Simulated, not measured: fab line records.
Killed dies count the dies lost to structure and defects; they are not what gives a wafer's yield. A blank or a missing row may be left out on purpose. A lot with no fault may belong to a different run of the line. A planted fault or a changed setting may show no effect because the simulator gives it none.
8D (eight disciplines) problem report, filled in by code	flow sky130	the parts of the form that need people (team, actions taken, sign-off) are left out

## 1. PROBLEM STATEMENT
VT_ADJUST_HVTP_OVL at SKY_VT_ADJUST_HVTP_OVL_MEAS_08 reads a mean of -84.2 nm on 12 wafers of 4 lots; wafers without a fault read 0.6 nm with a standard deviation of 1.4. Measured from the usual mean, that is -61 standard deviations.
First observed at day 8 17:52: wafer L628.2, on overlay-02. At this step, 39 wafers from 13 lots have a number in the record. The rule behind "out" and "out of limits": a value lying over 4 standard deviations away from the usual mean. Any other wafer with a number is counted as sound.

## 2. WHAT IT IS; WHAT IT IS NOT
question	is	is not
which readings at this step	VT_ADJUST_HVTP_OVL	-
which lots	L628, L632, L633, L634	L618, L619, L620, L622, L625, L626, L635, L637, L638
which wafers of those lots	all that have a number	-
read on which gauges	overlay-01, overlay-02	-
when	from day 8 17:52	up to then (18 sound wafers); but 9 sound wafers of L635, L637, L638 came after

## 3. SUSPECTS, AND WHAT RULES EACH OUT
Counting: a tool at any process step up to the reading remains a suspect when it ran all the lots that are out and ran no sound lot after the first of those.
- the gauge at SKY_VT_ADJUST_HVTP_OVL_MEAS_08 is ruled out. 2 gauges (overlay-01, overlay-02) read the wafers that are out.
- iline-stepper-02 at SKY_VT_ADJUST_HVTP_EXPOSE_04 (exposes mask HVTPM, target cd 380 nm): kept. Every lot that is out went through it, starting with L628 (day 8 06:56), and after that it ran no sound lot; the last sound lot it ran before then is L626 (day 7 16:01).
Left after counting: iline-stepper-02 at SKY_VT_ADJUST_HVTP_EXPOSE_04.

## 4. THE CAUSE (what the simulator had put in)
Scanner matching overlay: iline-stepper-02, from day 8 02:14 on, at SKY_VT_ADJUST_HVTP_EXPOSE_04. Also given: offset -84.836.
The count eliminated every tool but this one.

## 5. THE EFFECT CHAIN, in route order
Each row: a reading whose mean over the struck wafers that have a number lies more than 3 standard deviations from the usual. Readings are gone through only where the record gives a usual standard deviation; hours: the median, over the lots, of the time from a lot's start at the first step in this table giving one to that lot's start at this step; sigmas: the change measured in usual standard deviations.
hours	step	reading	usual	on struck wafers	change	sigmas
0	SKY_VT_ADJUST_HVTP_OVL_MEAS_08	VT_ADJUST_HVTP_OVL	0.6 nm	-84.2	-84.8	-61
Later steps that measure or inspect, where all struck wafers having a row at the step show a number for every such reading and not one has moved that far: SKY_VT_ADJUST_LVTN_OVL_MEAS_07, SKY_SONOS_TUNNEL_CD_MEAS_07.

## 6. WHAT WOULD HAVE CAUGHT IT SOONER
In this record the first reading out of limits at a measuring or inspecting step was taken at day 8 17:52, 16 hours after the fault began at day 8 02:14.
Among the 4 lots that are out, L632, L633, L634 began SKY_VT_ADJUST_HVTP_EXPOSE_04 on iline-stepper-02 after day 8 17:52. A hold on the tool at that time would have spared those 3.
